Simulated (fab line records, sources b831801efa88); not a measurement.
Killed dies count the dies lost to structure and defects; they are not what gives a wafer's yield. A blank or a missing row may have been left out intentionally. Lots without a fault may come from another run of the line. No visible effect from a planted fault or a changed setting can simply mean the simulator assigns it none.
fab line records	flow sky130
[record] lots = 13	wafers = 39	lastDay = 50
route steps=708 shown NWELL@81 VT_ADJUST_LVTN@107 VT_ADJUST_NCORE@125 PAD_OPEN@708
lots with no fault: from the same line, run without faults
startH: the number of hours between the record's first day and the start of the first shown wafer of the lot	waitH: hours elapsed since this lot's preceding step	" unchanged from the row above	L1.1+2: one row covering several wafers at once	- no value, or no start was given	* or withheld: withheld	< > ~ a bound
route shown NAME@n: names a module that has steps shown in the file, with the first one's number in the route	usual: the fault-free wafers' mean and standard deviation	same: alike in all rows	chamber/n: place in a boat	sites: each site's reading	_std_site: standard deviation of those values	_edge_site: mean of outer sites minus mean of inner sites	radiusMm: how far each site lies from the wafer's centre	mask NAME#n: copy n	behind: the tool/chamber that last shaped the wafer	hold: why the lot was held/for how many hours/how that ended	device: which transistor (n, p or np) failed to switch	end of line: tests run on the same wafers once the route is complete	where a step has no rows: the recipe by itself	killed: count of dies lost to structure and defects at first sort (not the wafer's yield)	map: the dies of a wafer, with x for killed, . for not killed, _ for no die there
set.NAME: the setting that was run; set.NAME@STEP: the one run at that earlier step	model.NAME: the simulator's own value behind a step, which no gauge read
steps of the route over a sample of lots; a table a step, a row a wafer
services: when a tool's chamber went out of use (startH, in hours from the record's first day, below 0 if earlier), for how many hours, and the reason
[[steps]]
[step SKY_NWELL_RTA_28]
[recipe] tempC = 1050	timeS = 30	idleTempC = 650	rampUpCPerS = 150	rampDownCPerS = 90	ambient = N2
[usual] lampPowerPct = 25.31/0.06	rampDownCPerS = 90.001/0.016	rampUpCPerS = 150.00/0.028	wafer_temp_C_max = 1054.9/1
lot.wafer	tool	chamber	startH	waitH	lampPowerPct	rampDownCPerS	rampUpCPerS	wafer_temp_C_max
L740.2	rtpAnneal-02	0	100.91	0.0	25.26	89.983	150.04	1055.4
L740.3	"	0	"	"	25.27	90.001	150.03	1053.9
L740.6	"	0	"	"	25.29	89.988	149.98	1054.5
L741.2	rtpAnneal-02	0	112.20	0.0	25.27	90.018	150.03	1055.6
L741.3	"	0	"	"	25.28	90.001	149.98	1055.7
L741.6	"	0	"	"	25.32	90.004	150.01	1055.7
L743.2	rtpAnneal-02	0	120.65	0.0	25.22	90.017	149.97	1054.9
L743.4	"	0	"	"	25.22	90.026	149.99	1054.1
L743.6	"	0	"	"	25.33	89.990	149.97	1054.3
L744.1	rtpAnneal-01	0	130.05	0.0	25.33	90.016	150.03	1053.9
L744.3	"	0	"	"	25.36	90.025	150.00	1054.2
L744.5	"	0	"	"	25.32	90.012	149.97	1053.2
L745.2	rtpAnneal-02	0	136.51	0.0	25.35	90.013	149.99	1054.6
L745.4	"	0	"	"	25.26	89.988	149.98	1054.8
L745.5	"	0	"	"	25.30	90.003	149.99	1054.9
L747.3	rtpAnneal-01	0	147.66	0.0	25.34	89.993	149.97	1055.0
L747.4	"	0	"	"	25.27	90.029	150.00	1053.8
L747.5	"	0	"	"	25.36	90.004	150.03	1054.2
L748.4	rtpAnneal-02	0	154.95	0.1	25.41	90.010	150.04	1053.9
L748.5	"	0	"	"	25.30	89.992	150.04	1053.0
L748.6	"	0	"	"	25.33	89.980	150.03	1053.3
L750.3	rtpAnneal-02	0	162.92	0.1	25.28	89.993	150.00	1056.5
L750.5	"	0	"	"	25.35	89.963	149.99	1054.5
L750.6	"	0	"	"	25.31	89.992	149.98	1055.1
L751.1	rtpAnneal-01	0	170.45	0.0	25.40	89.978	150.08	1054.3
L751.2	"	0	"	"	25.29	89.993	150.01	1054.7
L751.4	"	0	"	"	25.23	90.010	149.96	1053.9
L759.3	rtpAnneal-02	0	219.93	0.0	25.22	90.004	150.06	1055.0
L759.5	"	0	"	"	25.30	89.992	149.97	1053.9
L759.6	"	0	"	"	25.32	90.008	149.97	1054.5
L761.3	rtpAnneal-02	0	230.81	0.0	25.29	89.985	150.04	1054.8
L761.4	"	0	"	"	25.29	90.029	150.01	1053.5
L761.5	"	0	"	"	25.23	90.010	149.91	1055.6
L762.1	rtpAnneal-02	0	235.63	0.0	25.32	89.993	149.98	1055.8
L762.3	"	0	"	"	25.32	89.995	150.01	1055.0
L762.6	"	0	"	"	25.31	89.997	150.01	1054.8
L763.1	rtpAnneal-02	0	254.93	0.0	25.28	90.008	149.97	1053.9
L763.2	"	0	"	"	25.43	89.994	149.97	1054.2
L763.4	"	0	"	"	25.24	90.002	150.00	1054.1
[step SKY_VT_ADJUST_LVTN_TW_MEAS_10]
[usual] VT_ADJUST_LVTN_TW = 240.8/1.7
lot.wafer	tool	chamber	startH	waitH	VT_ADJUST_LVTN_TW
L740.2	filmMetro-02	-	138.98	0.1	240.2
L740.3	"	-	"	"	241.4
L740.6	"	-	"	"	239.5
L741.2	filmMetro-04	-	151.38	0.1	244.9
L741.3	"	-	"	"	245.1
L741.6	"	-	"	"	244.2
L743.2	filmMetro-04	-	160.19	0.1	244.6
L743.4	"	-	"	"	243.6
L743.6	"	-	"	"	244.4
L744.1	filmMetro-03	-	170.68	0.1	242.6
L744.3	"	-	"	"	241.0
L744.5	"	-	"	"	242.0
L745.2	filmMetro-04	-	175.89	0.1	244.6
L745.4	"	-	"	"	243.3
L745.5	"	-	"	"	243.4
L747.3	filmMetro-03	-	189.20	0.1	241.9
L747.4	"	-	"	"	239.6
L747.5	"	-	"	"	240.4
L748.4	filmMetro-02	-	195.80	0.1	241.1
L748.5	"	-	"	"	241.8
L748.6	"	-	"	"	241.8
L750.3	filmMetro-04	-	205.79	0.1	239.8
L750.5	"	-	"	"	240.0
L750.6	"	-	"	"	240.4
L751.1	filmMetro-02	-	213.62	0.1	242.1
L751.2	"	-	"	"	241.0
L751.4	"	-	"	"	240.6
L759.3	filmMetro-04	-	266.00	0.1	239.1
L759.5	"	-	"	"	238.8
L759.6	"	-	"	"	240.7
L761.3	filmMetro-02	-	277.99	0.1	240.1
L761.4	"	-	"	"	240.7
L761.5	"	-	"	"	240.6
L762.1	filmMetro-02	-	283.23	0.1	241.3
L762.3	"	-	"	"	241.3
L762.6	"	-	"	"	239.8
L763.1	filmMetro-02	-	305.27	0.1	240.6
L763.2	"	-	"	"	240.6
L763.4	"	-	"	"	240.4
[step SKY_VT_ADJUST_LVTN_TW_MEAS_21]
[usual] VT_ADJUST_LVTN_2_TW = 187.3/1.2
lot.wafer	tool	chamber	startH	waitH	VT_ADJUST_LVTN_2_TW
L740.2	filmMetro-03	-	158.48	0.1	187.7
L740.3	"	-	"	"	187.3
L740.6	"	-	"	"	187.7
L741.2	filmMetro-04	-	171.13	0.1	190.4
L741.3	"	-	"	"	189.4
L741.6	"	-	"	"	189.3
L743.2	filmMetro-04	-	179.34	0.1	188.4
L743.4	"	-	"	"	189.4
L743.6	"	-	"	"	190.4
L744.1	filmMetro-04	-	191.32	0.1	189.9
L744.3	"	-	"	"	189.3
L744.5	"	-	"	"	188.9
L745.2	filmMetro-03	-	196.98	0.1	185.4
L745.4	"	-	"	"	185.9
L745.5	"	-	"	"	185.8
L747.3	filmMetro-04	-	211.04	0.1	186.2
L747.4	"	-	"	"	186.4
L747.5	"	-	"	"	186.6
L748.4	filmMetro-02	-	218.06	0.1	187.6
L748.5	"	-	"	"	187.6
L748.6	"	-	"	"	187.6
L750.3	filmMetro-02	-	228.44	0.1	187.3
L750.5	"	-	"	"	186.5
L750.6	"	-	"	"	186.9
L751.1	filmMetro-02	-	236.27	0.1	185.9
L751.2	"	-	"	"	186.7
L751.4	"	-	"	"	186.9
L759.3	filmMetro-02	-	290.49	0.1	187.5
L759.5	"	-	"	"	188.5
L759.6	"	-	"	"	187.4
L761.3	filmMetro-02	-	303.34	0.1	186.1
L761.4	"	-	"	"	186.4
L761.5	"	-	"	"	187.0
L762.1	filmMetro-03	-	309.08	0.1	187.2
L762.3	"	-	"	"	186.4
L762.6	"	-	"	"	186.5
L763.1	filmMetro-03	-	331.27	0.1	188.5
L763.2	"	-	"	"	188.2
L763.4	"	-	"	"	188.1
[step SKY_VT_ADJUST_NCORE_DEVELOP_06]
[recipe] resist = NOVOLAK	developer = TMAH	developTimeS = 60	devTempC = 23
lot.wafer	tool	chamber	startH	waitH
L740.2+3+6	lithoTrack-01	0	177.66	0.1
L741.2+3+6	lithoTrack-02	0	191.67	0.1
L743.2+4+6	lithoTrack-03	0	200.01	0.1
L744.1+3+5	lithoTrack-02	0	212.25	0.1
L745.2+4+5	lithoTrack-03	0	219.11	0.1
L747.3+4+5	lithoTrack-02	0	234.10	0.1
L748.4+5+6	lithoTrack-01	0	240.76	0.1
L750.3+5+6	lithoTrack-01	0	250.83	0.1
L751.1+2+4	lithoTrack-01	0	258.93	0.1
L759.3+5+6	lithoTrack-03	0	315.68	0.1
L761.3+4+5	lithoTrack-01	0	328.83	0.1
L762.1+3+6	lithoTrack-03	0	334.83	0.1
L763.1+2+4	lithoTrack-01	0	357.98	0.1
[step SKY_VT_ADJUST_NCORE_CD_MEAS_07]
[recipe] targetCdNm = 380
[usual] cdNm = 379.5/2
lot.wafer	tool	chamber	startH	waitH	cdNm
L740.2	cdSem-02	-	177.80	0.1	378.3
L740.3	"	-	"	"	377.9
L740.6	"	-	"	"	374.3
L741.2	cdSem-02	-	191.82	0.1	382.3
L741.3	"	-	"	"	380.9
L741.6	"	-	"	"	379.7
L743.2	cdSem-02	-	200.15	0.1	377.7
L743.4	"	-	"	"	379.1
L743.6	"	-	"	"	378.4
L744.1	cdSem-01	-	212.40	0.1	381.8
L744.3	"	-	"	"	378.8
L744.5	"	-	"	"	381.1
L745.2	cdSem-02	-	219.25	0.1	379.0
L745.4	"	-	"	"	380.6
L745.5	"	-	"	"	378.8
L747.3	cdSem-01	-	234.24	0.1	380.8
L747.4	"	-	"	"	379.5
L747.5	"	-	"	"	380.8
L748.4	cdSem-02	-	240.89	0.1	382.3
L748.5	"	-	"	"	383.4
L748.6	"	-	"	"	382.8
L750.3	cdSem-02	-	250.97	0.1	390.0
L750.5	"	-	"	"	390.5
L750.6	"	-	"	"	388.3
L751.1	cdSem-02	-	259.08	0.1	394.1
L751.2	"	-	"	"	393.3
L751.4	"	-	"	"	392.1
L759.3	cdSem-02	-	315.89	0.2	375.7
L759.5	"	-	"	"	376.6
L759.6	"	-	"	"	378.6
L761.3	cdSem-02	-	328.99	0.1	382.3
L761.4	"	-	"	"	379.8
L761.5	"	-	"	"	379.8
L762.1	cdSem-01	-	334.98	0.1	378.6
L762.3	"	-	"	"	380.3
L762.6	"	-	"	"	379.7
L763.1	cdSem-01	-	358.13	0.1	376.8
L763.2	"	-	"	"	374.7
L763.4	"	-	"	"	376.5
[step SKY_PAD_OPEN_PROBE_99]
[usual] killed_at_M0_to_M3 = 45/6.8	killed_at_M4_up = 3.0/1.7	killedAtContacts = 25/5.7	killedAtFrontEnd = 15/4.6	killedAtOther = 0.3/0.66	killedDies = 88/9.5	killedOpen = 48/7.3	killedShort = 39/6.5
[same] grossDies = 492	killedAtBackSide = 0
lot.wafer	tool	chamber	startH	waitH	killed_at_M0_to_M3	killed_at_M4_up	killedAtContacts	killedAtFrontEnd	killedAtOther	killedDies	killedOpen	killedShort
L740.2	prober-01	-	1071.65	0.1	49	3	14	19	0	85	47	38
L740.3	prober-01	-	1071.70	0.2	40	3	21	19	1	84	42	41
L740.6	prober-01	-	1071.85	0.2	39	4	16	26	0	85	53	31
L741.2	prober-02	-	1081.89	0.1	65	3	13	18	1	100	55	44
L741.3	prober-02	-	1081.94	0.2	57	4	30	11	0	102	64	37
L741.6	prober-02	-	1082.09	0.2	50	2	25	18	0	95	60	35
L743.2	prober-01	-	1088.63	0.1	42	2	22	19	0	85	48	37
L743.4	prober-01	-	1088.73	0.2	43	2	19	14	0	78	42	35
L743.6	prober-01	-	1088.83	0.2	34	1	21	13	0	69	41	27
L744.1	prober-02	-	1104.51	0.1	44	2	24	27	1	98	48	50
L744.3	prober-02	-	1104.61	0.2	50	5	35	18	0	108	59	49
L744.5	prober-02	-	1104.71	0.2	43	1	28	10	0	82	45	37
L745.2	prober-01	-	1108.20	0.1	49	3	34	15	0	101	58	43
L745.4	prober-01	-	1108.30	0.2	40	4	17	18	0	79	45	34
L745.5	prober-01	-	1108.35	0.2	45	4	24	14	0	87	53	34
L747.3	prober-01	-	1120.05	0.2	44	1	29	13	1	88	53	35
L747.4	prober-01	-	1120.10	0.2	37	2	17	8	0	64	30	32
L747.5	prober-01	-	1120.15	0.2	43	4	25	12	1	85	52	32
L748.4	prober-02	-	1126.55	0.2	40	1	24	18	0	83	43	38
L748.5	prober-02	-	1126.60	0.2	51	4	22	15	0	92	42	49
L748.6	prober-02	-	1126.65	0.2	42	6	28	22	0	98	51	46
L750.3	prober-02	-	1133.37	0.2	41	3	25	14	0	83	51	32
L750.5	prober-02	-	1133.47	0.2	37	3	21	22	0	83	47	36
L750.6	prober-02	-	1133.52	0.2	43	1	18	11	1	74	41	33
L751.1	prober-01	-	1139.45	0.1	51	4	16	21	0	92	46	46
L751.2	prober-01	-	1139.50	0.1	49	7	25	18	1	100	48	52
L751.4	prober-01	-	1139.60	0.2	47	3	12	18	0	80	48	32
L759.3	prober-01	-	1181.75	0.2	50	3	25	21	1	100	58	40
L759.5	prober-01	-	1181.85	0.2	45	3	16	12	0	76	40	36
L759.6	prober-01	-	1181.90	0.2	54	6	20	16	0	96	53	43
L761.3	prober-01	-	1191.00	0.2	47	6	29	11	0	93	55	38
L761.4	prober-01	-	1191.05	0.2	51	4	26	8	1	90	45	45
L761.5	prober-01	-	1191.10	0.2	63	2	32	11	0	108	61	47
L762.1	prober-01	-	1193.34	0.1	63	2	28	13	1	107	64	42
L762.3	prober-01	-	1193.44	0.2	45	4	32	11	1	93	45	47
L762.6	prober-01	-	1193.59	0.2	45	2	31	9	0	87	56	30
L763.1	prober-02	-	1205.81	0.1	51	2	24	8	0	85	48	37
L763.2	prober-02	-	1205.86	0.1	54	1	20	20	0	95	62	33
L763.4	prober-02	-	1205.96	0.2	44	2	18	14	0	78	49	29
// killed by level:class
L740.2 VIA1:geometricParticle:open=13 FIELD_ISO:geometricParticle:short=6 METAL2:geometricParticle:short=6 VIA2:geometricParticle:open=5 POLY_GATE:geometricParticle:open=4 CONTACT:geometricParticle:short=4 CONTACT:geometricParticle:open=4 METAL1:geometricParticle:short=4
L740.3 VIA1:geometricParticle:open=10 FIELD_ISO:geometricParticle:open=7 CONTACT:geometricParticle:open=7 VIA1:geometricParticle:short=7 POLY_GATE:geometricParticle:short=5 CONTACT:geometricParticle:short=5 LI_CONTACT:geometricParticle:open=4 LOCAL_INTERCONNECT:geometricParticle:short=4
L740.6 VIA1:geometricParticle:open=10 FIELD_ISO:geometricParticle:open=9 VIA3:geometricParticle:open=8 CONTACT:geometricParticle:open=6 POLY_GATE:geometricParticle:open=5 LI_CONTACT:geometricParticle:open=5 FIELD_ISO:geometricParticle:short=4 VIA3:geometricParticle:short=4
L741.2 VIA1:geometricParticle:open=14 VIA3:geometricParticle:open=12 METAL1:geometricParticle:short=12 METAL2:geometricParticle:short=9 POLY_GATE:geometricParticle:open=5 CONTACT:geometricParticle:open=5 VIA2:geometricParticle:open=5 POLY_GATE:geometricParticle:short=4
L741.3 VIA1:geometricParticle:open=16 CONTACT:geometricParticle:open=13 VIA3:geometricParticle:open=10 VIA2:geometricParticle:open=8 LI_CONTACT:geometricParticle:open=7 VIA1:geometricParticle:short=6 LI_CONTACT:geometricParticle:short=5 METAL1:geometricParticle:short=5
L741.6 VIA3:geometricParticle:open=13 CONTACT:geometricParticle:open=12 VIA2:geometricParticle:open=11 VIA1:geometricParticle:open=10 SPACER:geometricParticle:open=5 LOCAL_INTERCONNECT:geometricParticle:short=5 FIELD_ISO:geometricParticle:short=4 LI_CONTACT:geometricParticle:open=4
L743.2 VIA1:geometricParticle:open=16 LI_CONTACT:geometricParticle:open=9 CONTACT:geometricParticle:open=6 VIA1:geometricParticle:short=6 FIELD_ISO:geometricParticle:open=5 METAL1:geometricParticle:short=5 FIELD_ISO:geometricParticle:short=4 POLY_GATE:geometricParticle:short=4
L743.4 VIA1:geometricParticle:open=11 CONTACT:geometricParticle:open=7 METAL1:geometricParticle:short=6 VIA3:geometricParticle:open=6 FIELD_ISO:geometricParticle:open=5 FIELD_ISO:geometricParticle:short=4 VIA2:geometricParticle:open=4 VIA2:geometricParticle:short=4
L743.6 VIA1:geometricParticle:open=8 LI_CONTACT:geometricParticle:open=7 CONTACT:geometricParticle:open=6 VIA3:geometricParticle:open=6 FIELD_ISO:geometricParticle:open=5 FIELD_ISO:geometricParticle:short=4 VIA1:geometricParticle:short=4 LOCAL_INTERCONNECT:geometricParticle:short=4
L744.1 VIA1:geometricParticle:open=8 CONTACT:geometricParticle:short=7 CONTACT:geometricParticle:open=7 VIA2:geometricParticle:open=7 FIELD_ISO:geometricParticle:open=6 POLY_GATE:geometricParticle:short=6 METAL2:geometricParticle:short=6 METAL1:geometricParticle:short=5
L744.3 LI_CONTACT:geometricParticle:open=11 CONTACT:geometricParticle:open=11 VIA3:geometricParticle:open=9 LOCAL_INTERCONNECT:geometricParticle:short=9 VIA1:geometricParticle:open=8 POLY_GATE:geometricParticle:open=7 METAL2:geometricParticle:short=7 POLY_GATE:geometricParticle:short=6
L744.5 VIA2:geometricParticle:open=13 CONTACT:geometricParticle:open=11 METAL2:geometricParticle:short=8 METAL1:geometricParticle:short=5 LI_CONTACT:geometricParticle:open=5 LOCAL_INTERCONNECT:geometricParticle:short=5 CONTACT:geometricParticle:short=5 VIA3:geometricParticle:open=5
L745.2 VIA1:geometricParticle:open=12 VIA2:geometricParticle:open=12 LI_CONTACT:geometricParticle:open=8 LOCAL_INTERCONNECT:geometricParticle:short=8 CONTACT:geometricParticle:open=8 VIA3:geometricParticle:open=8 VIA1:geometricParticle:short=7 CONTACT:geometricParticle:short=6
L745.4 VIA1:geometricParticle:open=11 LI_CONTACT:geometricParticle:open=6 VIA2:geometricParticle:open=6 FIELD_ISO:geometricParticle:short=5 CONTACT:geometricParticle:open=5 METAL3:geometricParticle:short=5 VIA3:geometricParticle:open=5 POLY_GATE:geometricParticle:open=4
L745.5 VIA1:geometricParticle:open=13 CONTACT:geometricParticle:open=11 VIA2:geometricParticle:open=9 VIA1:geometricParticle:short=8 METAL1:geometricParticle:short=5 VIA3:geometricParticle:open=5 FIELD_ISO:geometricParticle:short=4 CONTACT:geometricParticle:short=4
L747.3 LI_CONTACT:geometricParticle:open=12 METAL2:geometricParticle:short=9 VIA2:geometricParticle:open=9 CONTACT:geometricParticle:open=8 VIA1:geometricParticle:open=7 FIELD_ISO:geometricParticle:open=6 VIA3:geometricParticle:open=5 LI_CONTACT:geometricParticle:short=4
L747.4 VIA1:geometricParticle:open=14 CONTACT:geometricParticle:short=5 VIA3:geometricParticle:open=5 LOCAL_INTERCONNECT:geometricParticle:short=4 CONTACT:geometricParticle:open=4 VIA1:geometricParticle:short=4 METAL2:geometricParticle:short=4 FIELD_ISO:geometricParticle:short=3
L747.5 VIA1:geometricParticle:open=13 LI_CONTACT:geometricParticle:open=7 CONTACT:geometricParticle:open=7 VIA3:geometricParticle:open=6 CONTACT:geometricParticle:short=5 VIA2:geometricParticle:open=5 FIELD_ISO:geometricParticle:open=4 METAL2:geometricParticle:short=4
L748.4 VIA1:geometricParticle:open=12 CONTACT:geometricParticle:open=6 FIELD_ISO:geometricParticle:open=5 FIELD_ISO:geometricParticle:short=5 LI_CONTACT:geometricParticle:open=5 METAL1:geometricParticle:short=5 VIA1:geometricParticle:short=5 VIA2:geometricParticle:open=4
L748.5 LI_CONTACT:geometricParticle:open=8 VIA1:geometricParticle:short=8 VIA1:geometricParticle:open=8 VIA2:geometricParticle:open=8 CONTACT:geometricParticle:open=7 METAL1:geometricParticle:short=7 POLY_GATE:geometricParticle:short=5 METAL2:geometricParticle:short=5
L748.6 FIELD_ISO:geometricParticle:short=10 VIA1:geometricParticle:open=10 LI_CONTACT:geometricParticle:open=9 CONTACT:geometricParticle:open=8 VIA1:geometricParticle:short=7 FIELD_ISO:geometricParticle:open=5 POLY_GATE:geometricParticle:open=4 LI_CONTACT:geometricParticle:short=4
L750.3 CONTACT:geometricParticle:open=13 VIA1:geometricParticle:open=10 VIA3:geometricParticle:open=7 CONTACT:geometricParticle:short=5 METAL2:geometricParticle:short=5 POLY_GATE:geometricParticle:short=4 METAL2:geometricParticle:open=4 VIA2:geometricParticle:open=4
L750.5 CONTACT:geometricParticle:open=11 VIA1:geometricParticle:open=8 FIELD_ISO:geometricParticle:short=5 POLY_GATE:geometricParticle:open=5 VIA3:geometricParticle:open=5 METAL1:geometricParticle:short=4 METAL2:geometricParticle:short=4 FIELD_ISO:geometricParticle:open=3
L750.6 CONTACT:geometricParticle:open=9 VIA1:geometricParticle:open=8 METAL2:geometricParticle:short=7 LI_CONTACT:geometricParticle:open=5 VIA3:geometricParticle:open=5 VIA2:geometricParticle:open=5 FIELD_ISO:geometricParticle:open=4 METAL1:geometricParticle:short=4
L751.1 VIA1:geometricParticle:open=16 VIA1:geometricParticle:short=8 POLY_GATE:geometricParticle:short=7 CONTACT:geometricParticle:open=7 POLY_GATE:geometricParticle:open=6 LI_CONTACT:geometricParticle:open=5 METAL2:geometricParticle:short=5 VIA2:geometricParticle:open=5
L751.2 VIA1:geometricParticle:open=11 CONTACT:geometricParticle:open=9 METAL2:geometricParticle:short=8 VIA1:geometricParticle:short=7 LI_CONTACT:geometricParticle:open=6 METAL4:geometricParticle:short=6 VIA3:geometricParticle:open=6 POLY_GATE:geometricParticle:short=5
L751.4 VIA1:geometricParticle:open=23 CONTACT:geometricParticle:open=7 FIELD_ISO:geometricParticle:short=6 VIA1:geometricParticle:short=6 VIA2:geometricParticle:open=5 POLY_GATE:geometricParticle:open=4 POLY_GATE:geometricParticle:short=4 METAL2:geometricParticle:short=4
L759.3 VIA2:geometricParticle:open=12 VIA1:geometricParticle:open=12 LI_CONTACT:geometricParticle:open=11 FIELD_ISO:geometricParticle:open=8 METAL2:geometricParticle:short=6 CONTACT:geometricParticle:short=5 CONTACT:geometricParticle:open=5 VIA1:geometricParticle:short=5
L759.5 VIA2:geometricParticle:open=10 VIA1:geometricParticle:open=8 FIELD_ISO:geometricParticle:short=6 METAL1:geometricParticle:short=6 CONTACT:geometricParticle:open=6 FIELD_ISO:geometricParticle:open=5 VIA1:geometricParticle:short=5 VIA2:geometricParticle:short=4
L759.6 FIELD_ISO:geometricParticle:open=9 VIA3:geometricParticle:open=9 LI_CONTACT:geometricParticle:open=8 CONTACT:geometricParticle:open=7 VIA1:geometricParticle:open=7 METAL1:geometricParticle:short=7 METAL2:geometricParticle:short=6 VIA2:geometricParticle:open=6
L761.3 VIA1:geometricParticle:open=15 CONTACT:geometricParticle:open=14 LI_CONTACT:geometricParticle:open=8 VIA1:geometricParticle:short=7 METAL1:geometricParticle:short=6 VIA2:geometricParticle:short=6 VIA2:geometricParticle:open=5 FIELD_ISO:geometricParticle:open=4
L761.4 VIA1:geometricParticle:open=14 CONTACT:geometricParticle:short=8 CONTACT:geometricParticle:open=7 METAL1:geometricParticle:short=7 VIA1:geometricParticle:short=7 LI_CONTACT:geometricParticle:open=5 VIA3:geometricParticle:open=5 LOCAL_INTERCONNECT:geometricParticle:short=5
L761.5 VIA1:geometricParticle:open=15 LI_CONTACT:geometricParticle:open=9 CONTACT:geometricParticle:short=8 VIA2:geometricParticle:open=8 VIA3:geometricParticle:open=8 CONTACT:geometricParticle:open=7 LOCAL_INTERCONNECT:geometricParticle:short=6 VIA2:geometricParticle:short=5
L762.1 VIA1:geometricParticle:open=19 VIA2:geometricParticle:open=10 CONTACT:geometricParticle:open=9 VIA1:geometricParticle:short=8 CONTACT:geometricParticle:short=8 LI_CONTACT:geometricParticle:open=6 METAL2:geometricParticle:short=6 VIA3:geometricParticle:open=6
L762.3 CONTACT:geometricParticle:open=8 METAL1:geometricParticle:short=8 VIA1:geometricParticle:open=8 CONTACT:geometricParticle:short=7 LOCAL_INTERCONNECT:geometricParticle:short=7 LI_CONTACT:geometricParticle:open=6 METAL2:geometricParticle:short=6 VIA3:geometricParticle:open=6
L762.6 VIA1:geometricParticle:open=13 CONTACT:geometricParticle:open=11 LI_CONTACT:geometricParticle:open=8 VIA3:geometricParticle:open=6 VIA2:geometricParticle:open=6 METAL1:geometricParticle:short=5 METAL2:geometricParticle:short=5 LOCAL_INTERCONNECT:geometricParticle:short=4
L763.1 VIA1:geometricParticle:open=17 LI_CONTACT:geometricParticle:open=8 CONTACT:geometricParticle:open=6 METAL2:geometricParticle:short=6 VIA2:geometricParticle:open=5 LOCAL_INTERCONNECT:geometricParticle:short=4 METAL1:geometricParticle:short=4 VIA1:geometricParticle:short=4
L763.2 VIA1:geometricParticle:open=21 VIA2:geometricParticle:open=11 POLY_GATE:geometricParticle:open=8 LI_CONTACT:geometricParticle:open=7 POLY_GATE:geometricParticle:short=6 CONTACT:geometricParticle:open=6 METAL1:geometricParticle:short=4 METAL2:geometricParticle:short=4
L763.4 VIA1:geometricParticle:open=14 VIA3:geometricParticle:open=9 LI_CONTACT:geometricParticle:open=8 METAL2:geometricParticle:short=6 VIA1:geometricParticle:short=5 FIELD_ISO:geometricParticle:open=4 POLY_GATE:geometricParticle:short=3 POLY_GATE:geometricParticle:open=3
[[services]]
tool	chamber	startH	hours	kind
rtpAnneal-02	-	271.76	3.5	pm
[[key]]
[firstSign] step = SKY_VT_ADJUST_NCORE_CD_MEAS_07	reading = cdNm	direction = up	sigmas = 6.1	usual = 379.5	struck = 391.4
effect none on later readings
metAt SKY_VT_ADJUST_NCORE_DEVELOP_06
struckLots L750,L751
testerLeftOut L750,L751
notActingAt SKY_NWELL_RTA_28,SKY_VT_ADJUST_LVTN_TW_MEAS_10,SKY_VT_ADJUST_LVTN_TW_MEAS_21
onsetBetween 240.76 250.83
[fault] kind = processParameterDrift	tool = lithoTrack-01	chamber = -	onsetH = 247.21	steps = SKY_VT_ADJUST_NCORE_DEVELOP_06	channel = developTimeS	offset = *	shape = step	endH = 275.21	actsIn = *	stated = *
// testerLeftOut: of these lots the tester's yield and bins aren't shown, on N5 and GAA mostly nor the transistor test; their killed dies are dies lost to structure and defects alone, not to doping, threshold or leakage, so they don't give the yield
